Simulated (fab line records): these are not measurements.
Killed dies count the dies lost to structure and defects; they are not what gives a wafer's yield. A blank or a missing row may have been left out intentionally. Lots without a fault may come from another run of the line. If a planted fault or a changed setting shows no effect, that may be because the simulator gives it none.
Which of the tools did it? ; flow gf180mcu ; 10 lots with 30 wafers sampled at 4 steps, on a route of 602 steps

WHAT THE GAUGES SHOWED, per wafer
GF_V5_RS_MEAS_24: measures by four-point-probe.
lot;measured;on;V5_W_RS (ohm/sq)
L106;day 27 19:47;filmMetro-01;0.330 0.328 0.329
L108;day 28 12:23;filmMetro-01;0.330 0.327 0.331
L109;day 28 21:28;filmMetro-04;0.496 0.488 0.328
L110;day 29 12:55;filmMetro-04;0.500 0.331 0.330
L111;day 29 14:40;filmMetro-02;0.491 0.484 0.328
L121;day 32 01:47;filmMetro-04;0.333 0.332 0.336
L122;day 32 06:22;filmMetro-04;0.335 0.331 0.335
L123;day 32 18:38;filmMetro-01;0.332 0.327 0.335
L124;day 32 20:41;filmMetro-02;0.336 0.333 0.339
L125;day 32 22:59;filmMetro-02;0.330 0.327 0.333

TOOL THAT RAN EACH LOT (tool first, then ch and the chambers of the sampled wafers, then the start)
lot;GF_MIM_SPUTTER_04;GF_M5_ETCH_09;GF_V5_CVD_23
L106;pvdSputter-02, day 25 03:15;rieDiel-03 ch 1,3, day 26 21:07;cvdW-01 ch 0,1, day 27 19:40
L108;pvdSputter-04, day 25 20:37;rieDiel-04 ch 0,1,2, day 27 15:07;cvdW-01 ch 0,1, day 28 12:17
L109;pvdSputter-04, day 26 05:57;rieDiel-04 ch 0,1, day 27 23:58;cvdW-01 ch 0,1, day 28 21:20
L110;pvdSputter-03, day 26 22:46;rieDiel-04 ch 0,3, day 28 15:22;cvdW-01 ch 0,1, day 29 12:49
L111;pvdSputter-04, day 26 23:04;rieDiel-03 ch 0,2,3, day 28 16:12;cvdW-01 ch 0,1, day 29 14:33
L121;pvdSputter-02, day 29 17:14;rieDiel-03 ch 1,2,3, day 31 06:27;cvdW-02 ch 0, day 32 01:33
L122;pvdSputter-04, day 29 21:25;rieDiel-03 ch 0,2, day 31 10:28;cvdW-02 ch 0, day 32 06:10
L123;pvdSputter-03, day 30 11:41;rieDiel-04 ch 1,2,3, day 31 23:55;cvdW-01 ch 0,1, day 32 18:30
L124;pvdSputter-02, day 30 13:47;rieDiel-03 ch 0,1,2, day 32 01:43;cvdW-02 ch 0,1, day 32 20:33
L125;pvdSputter-03, day 30 16:55;rieDiel-03 ch 0,2,3, day 32 04:00;cvdW-01 ch 0,1, day 32 22:51
- GF_MIM_SPUTTER_04: material TiN, target thk 50 nm, time 41.7 s.
- GF_M5_ETCH_09: etches Si3N4 in CF4/O2, target depth 52 nm, time 11.6 s.
- GF_V5_CVD_23: deposits W, target thk 350 nm, time 104.9 s.

THE ANSWER, worked out from the rows above alone
Rule: what is usual is taken from the lots themselves. The widest of any qualifying gaps counts: lots, ordered by their means at a reading, are off when they make up no more than a third of the lots, leave a main group of 4 or more, and stand apart from it by 3 or more times the standard deviation of that group's means. The tables above print the reading to a certain number of digits; a main group whose means all agree to those digits is not used. A lot without any number at a reading at which 4 lots or more have one is off too. All remaining lots with rows at the step are treated as sound.
Off: L109, L110, L111, at GF_V5_RS_MEAS_24 (V5_W_RS). Mean 0.332 ohm/sq and standard deviation 0.0024 in the main group.
A tool fits if, at a process step before that reading, it ran every lot that is off, and no sound lot after the first of them. Gauges at GF_V5_RS_MEAS_24: tried the same way as those tools. None of those tried fits.

WHAT THE SIMULATOR HAD PUT IN
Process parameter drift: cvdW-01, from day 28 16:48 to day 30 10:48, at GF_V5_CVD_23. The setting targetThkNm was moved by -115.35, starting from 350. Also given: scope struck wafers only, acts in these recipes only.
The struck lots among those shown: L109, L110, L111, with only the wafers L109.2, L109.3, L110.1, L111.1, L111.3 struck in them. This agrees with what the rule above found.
